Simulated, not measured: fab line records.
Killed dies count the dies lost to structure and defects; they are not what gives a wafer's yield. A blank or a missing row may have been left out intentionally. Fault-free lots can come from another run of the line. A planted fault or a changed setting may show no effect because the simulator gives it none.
What tool caused it? | flow sky130 | 13 lots, 39 wafers sampled, at 6 steps of a route of 708

WHAT EACH GAUGE READ, for each wafer
SKY_NWELL_OVL_MEAS_23. Usual: NWELL_01_OVL gives 0.1 nm (standard deviation 1.3).
lot  | measured     | on         | NWELL_01_OVL (nm) | flag
L991 | day 5 19:32  | overlay-01 | 0.4 1.1 -1.3      |
L992 | day 5 21:51  | overlay-02 | -0.7 0.0 0.4      |
L993 | day 6 04:07  | overlay-02 | -0.8 1.3 -1.3     |
L994 | day 6 15:44  | overlay-02 | -0.9 -0.9 1.0     |
L995 | day 6 20:38  | overlay-02 | -1.2 -1.4 -3.9    |
L996 | day 7 00:23  | overlay-01 | 0.9 1.8 2.2       |
L997 | day 7 05:27  | overlay-02 | 1.4 -1.9 -0.3     |
L998 | day 7 11:59  | overlay-02 | -0.7 -0.5 0.6     |
L999 | day 7 18:26  | overlay-02 | 0.0 0.9 -0.5      |
L101 | day 8 04:06  | overlay-01 | 2.4 1.2 -0.1      |
L106 | day 9 18:43  | overlay-02 | -3.2 -1.8 -1.9    |
L111 | day 10 17:49 | overlay-02 | 1.5 -0.3 1.2      |
L112 | day 11 02:50 | overlay-01 | 0.1 -0.4 -0.3     |

SKY_VT_ADJUST_HVTP_CD_MEAS_07 targets a cd of 380 nm. Usual: cd nm 379.5 nm, standard deviation 2.5.
lot  | measured     | on        | cd nm (nm)        | flag
L991 | day 6 14:37  | cd sem-02 | 381.7 381.0 380.7 |
L992 | day 6 16:01  | cd sem-01 | 378.7 381.2 380.6 |
L993 | day 6 23:34  | cd sem-01 | 382.5 384.4 382.5 |
L994 | day 7 11:38  | cd sem-01 | 379.4 378.3 376.7 |
L995 | day 7 17:00  | cd sem-01 | 373.6 376.2 375.8 |
L996 | day 7 20:37  | cd sem-01 | 380.1 378.8 377.9 |
L997 | day 8 01:29  | cd sem-01 | 379.4 379.2 377.5 |
L998 | day 8 08:52  | cd sem-01 | 377.3 379.4 377.4 |
L999 | day 8 15:08  | cd sem-01 | 376.2 375.5 375.1 |
L101 | day 9 01:44  | cd sem-01 | 382.0 382.0 382.2 |
L106 | day 10 16:35 | cd sem-01 | 380.7 380.3 379.6 |
L111 | day 11 17:19 | cd sem-01 | 381.9 383.5 382.2 |
L112 | day 12 03:08 | cd sem-02 | 382.6 382.1 381.0 |

SKY_VT_ADJUST_HVTP_TW_MEAS_11. Usual: VT_ADJUST_HVTP_TW gives 1366 (standard deviation 7.6).
lot  | measured     | on            | VT_ADJUST_HVTP_TW | flag
L991 | day 6 15:02  | film metro-02 | 1360 1365 1362    |
L992 | day 6 16:25  | film metro-04 | 1381 1369 1379    |
L993 | day 6 23:57  | film metro-04 | 1368 1377 1374    |
L994 | day 7 12:02  | film metro-01 | 1368 1362 1356    |
L995 | day 7 17:25  | film metro-01 | 1367 1357 1358    |
L996 | day 7 21:01  | film metro-01 | 1364 1366 1365    |
L997 | day 8 01:53  | film metro-02 | 1369 1365 1369    |
L998 | day 8 09:16  | film metro-01 | 1363 1367 1361    |
L999 | day 8 15:32  | film metro-01 | 1366 1361 1367    |
L101 | day 9 02:08  | film metro-02 | 30 30 30          | OFF
L106 | day 10 16:59 | film metro-01 | 1365 1367 1360    |
L111 | day 11 17:42 | film metro-02 | 1366 1370 1368    |
L112 | day 12 03:32 | film metro-02 | 1356 1354 1355    |

EACH LOT AND THE TOOL THAT RAN IT (in order: tool; ch and the chambers of the sampled wafers; start)
lot  | SKY_FIELD_ISO_ETCH_14             | SKY_NWELL_STRIP_25                   | SKY_VT_ADJUST_HVTP_STRIP_10
L991 | rie diel-03 ch 0,2,3, day 2 15:29 | plasma asher-02 ch 0,1, day 5 19:44  | plasma asher-04 ch 0,1, day 6 14:56
L992 | rie diel-02 ch 0,1, day 2 19:46   | plasma asher-01 ch 0,1, day 5 22:02  | plasma asher-03 ch 0,1, day 6 16:19
L993 | rie diel-01 ch 2,3, day 3 02:25   | plasma asher-02 ch 0,1, day 6 04:19  | plasma asher-02 ch 0,1, day 6 23:51
L994 | rie diel-03 ch 2,3, day 3 11:11   | plasma asher-04 ch 1, day 6 15:55    | plasma asher-04 ch 0,1, day 7 11:56
L995 | rie diel-01 ch 0,2, day 3 14:01   | plasma asher-01 ch 1, day 6 20:50    | plasma asher-04 ch 0, day 7 17:19
L996 | rie diel-01 ch 1,2,3, day 3 17:19 | plasma asher-01 ch 0,1, day 7 00:35  | plasma asher-03 ch 0,1, day 7 20:55
L997 | rie diel-01 ch 0,1,2, day 3 23:05 | plasma asher-04 ch 0,1, day 7 05:38  | plasma asher-03 ch 0,1, day 8 01:46
L998 | rie diel-03 ch 0,1,3, day 4 03:22 | plasma asher-02 ch 0,1, day 7 12:10  | plasma asher-03 ch 0,1, day 8 09:09
L999 | rie diel-01 ch 0,1,2, day 4 09:14 | plasma asher-01 ch 0,1, day 7 18:38  | plasma asher-03 ch 0,1, day 8 15:26
L101 | rie diel-01 ch 0,2, day 4 18:35   | plasma asher-04 ch 0,1, day 8 04:19  | plasma asher-04 ch 0,1, day 9 02:02
L106 | rie diel-03 ch 0,3, day 5 22:25   | plasma asher-02 ch 0,1, day 9 18:55  | plasma asher-03 ch 0,1, day 10 16:53
L111 | rie diel-02 ch 0,2,3, day 6 23:02 | plasma asher-04 ch 0,1, day 10 17:59 | plasma asher-02 ch 0,1, day 11 17:35
L112 | rie diel-03 ch 1,2, day 7 06:25   | plasma asher-04 ch 0,1, day 11 03:01 | plasma asher-03 ch 0,1, day 12 03:25
- SKY_FIELD_ISO_ETCH_14: etches BARC in N2/H2, stops on SiO2, time 45.9 s, target depth 60 nm.
- SKY_NWELL_STRIP_25: strips in O2/N2.
- SKY_VT_ADJUST_HVTP_STRIP_10: strips in O2/N2.

WHAT THE TOOLS THEMSELVES READ (means of the sampled wafers that have a number; where no wafer has one, the mark that the record gives instead)
SKY_FIELD_ISO_ETCH_14. Usual: chamber pressure mTorr 29.999 mTorr, standard deviation 0.027; drypump motor current A 5.7 A, standard deviation 0.35; oes product au 0.856 a.u., standard deviation 0.0046; throttle valve pct 13.225 %, standard deviation 0.0088.
lot  | tool        | chamber pressure mTorr (mTorr) | drypump motor current A (A) | oes product au (a.u.) | throttle valve pct (%) | flag
L991 | rie diel-03 | 29.995                         | 5.5                         | 0.852                 | 13.230                 |
L992 | rie diel-02 | 30.015                         | 5.7                         | 0.859                 | 13.231                 |
L993 | rie diel-01 | 29.972                         | 6.2                         | 0.857                 | 13.223                 |
L994 | rie diel-03 | 29.988                         | 5.4                         | 0.855                 | 13.217                 |
L995 | rie diel-01 | 29.995                         | 5.7                         | 0.851                 | 13.227                 |
L996 | rie diel-01 | 30.009                         | 6.1                         | 0.855                 | 13.228                 |
L997 | rie diel-01 | 29.993                         | 5.9                         | 0.858                 | 13.227                 |
L998 | rie diel-03 | 29.994                         | 5.5                         | 0.858                 | 13.230                 |
L999 | rie diel-01 | 30.012                         | 5.9                         | 0.856                 | 13.227                 |
L101 | rie diel-01 | 30.005                         | 5.8                         | 0.856                 | 13.224                 |
L106 | rie diel-03 | 29.990                         | 5.5                         | 0.856                 | 13.227                 |
L111 | rie diel-02 | 29.990                         | 5.7                         | 0.852                 | 13.219                 |
L112 | rie diel-03 | 30.005                         | 5.4                         | 0.858                 | 13.226                 |

SKY_NWELL_STRIP_25. Usual: chamber pressure mTorr 1500.0 mTorr, standard deviation 1.3; drypump motor current A 5.8 A, standard deviation 0.51; oes product au 0.723 a.u., standard deviation 0.0048; strip time to endpoint s 36.94 s, standard deviation 0.096.
lot  | tool            | chamber pressure mTorr (mTorr) | drypump motor current A (A) | oes product au (a.u.) | strip time to endpoint s (s) | flag
L991 | plasma asher-02 | 1499.3                         | 5.3                         | 0.724                 | 36.96                        |
L992 | plasma asher-01 | 1499.0                         | 6.2                         | 0.723                 | 37.05                        |
L993 | plasma asher-02 | 1498.6                         | 5.4                         | 0.722                 | 37.01                        |
L994 | plasma asher-04 | 1500.1                         | 5.1                         | 0.722                 | 36.81                        |
L995 | plasma asher-01 | 1500.7                         | 6.5                         | 0.723                 | 36.84                        |
L996 | plasma asher-01 | 1500.7                         | 6.0                         | 0.721                 | 36.87                        |
L997 | plasma asher-04 | 1499.4                         | 5.9                         | 0.724                 | 36.86                        |
L998 | plasma asher-02 | 1500.0                         | 5.4                         | 0.727                 | 37.02                        |
L999 | plasma asher-01 | 1500.5                         | 6.3                         | 0.723                 | 36.87                        |
L101 | plasma asher-04 | 1499.9                         | 5.9                         | 0.949                 | -                            | OFF
L106 | plasma asher-02 | 1499.2                         | 5.3                         | 0.717                 | 36.92                        |
L111 | plasma asher-04 | 1499.5                         | 5.9                         | 0.719                 | 37.04                        |
L112 | plasma asher-04 | 1499.8                         | 5.5                         | 0.725                 | 36.90                        |

SKY_VT_ADJUST_HVTP_STRIP_10. Usual: chamber pressure mTorr 1499.9 mTorr, standard deviation 1.3; drypump motor current A 5.8 A, standard deviation 0.43; oes product au 0.715 a.u., standard deviation 0.0048; strip time to endpoint s 14.18 s, standard deviation 0.046.
lot  | tool            | chamber pressure mTorr (mTorr) | drypump motor current A (A) | oes product au (a.u.) | strip time to endpoint s (s) | flag
L991 | plasma asher-04 | 1501.1                         | 5.9                         | 0.716                 | 14.13                        |
L992 | plasma asher-03 | 1500.3                         | 6.0                         | 0.714                 | 14.22                        |
L993 | plasma asher-02 | 1500.6                         | 5.3                         | 0.715                 | 14.11                        |
L994 | plasma asher-04 | 1499.7                         | 5.9                         | 0.714                 | 14.14                        |
L995 | plasma asher-04 | 1499.2                         | 6.3                         | 0.717                 | 14.20                        |
L996 | plasma asher-03 | 1499.1                         | 6.0                         | 0.719                 | 14.08                        |
L997 | plasma asher-03 | 1498.9                         | 6.0                         | 0.712                 | 14.18                        |
L998 | plasma asher-03 | 1499.8                         | 6.0                         | 0.716                 | 14.18                        |
L999 | plasma asher-03 | 1501.1                         | 6.0                         | 0.715                 | 14.18                        |
L101 | plasma asher-04 | 1499.5                         | 5.9                         | 0.720                 | 30.01                        | OFF
L106 | plasma asher-03 | 1499.7                         | 6.0                         | 0.713                 | 14.23                        |
L111 | plasma asher-02 | 1500.0                         | 5.3                         | 0.717                 | 14.27                        |
L112 | plasma asher-03 | 1499.8                         | 6.0                         | 0.716                 | 14.20                        |

THE ANSWER, worked out from the rows above alone
Rule: a lot is off if the mean of its wafers that have a number lies more than 3 standard deviations from the usual mean. A lot without any number at a reading at which 4 lots or more have one is off too. Where the step has rows for the other lots, those lots are counted as sound. The gauges are gone through in route order, then the tools' own readings, and for those a lot's mean is taken as printed above. At the first step where some lot is off, the reading lying furthest off is the one used; lots without a number count as furthest.
Off: L101, at SKY_VT_ADJUST_HVTP_TW_MEAS_11 (VT_ADJUST_HVTP_TW).
If a tool, at a process step before that reading, ran all the lots that are off and no sound lot after the first of them, it fits. The gauges at SKY_VT_ADJUST_HVTP_TW_MEAS_11 aren't tried: what is off there is off at SKY_NWELL_STRIP_25 too, on other tools, and a gauge's error can't cause that. This does not decide it: 2 tools fit, namely rie diel-01 at SKY_FIELD_ISO_ETCH_14 and plasma asher-04 at SKY_VT_ADJUST_HVTP_STRIP_10.

WHAT HAD BEEN PUT IN BY THE SIMULATOR
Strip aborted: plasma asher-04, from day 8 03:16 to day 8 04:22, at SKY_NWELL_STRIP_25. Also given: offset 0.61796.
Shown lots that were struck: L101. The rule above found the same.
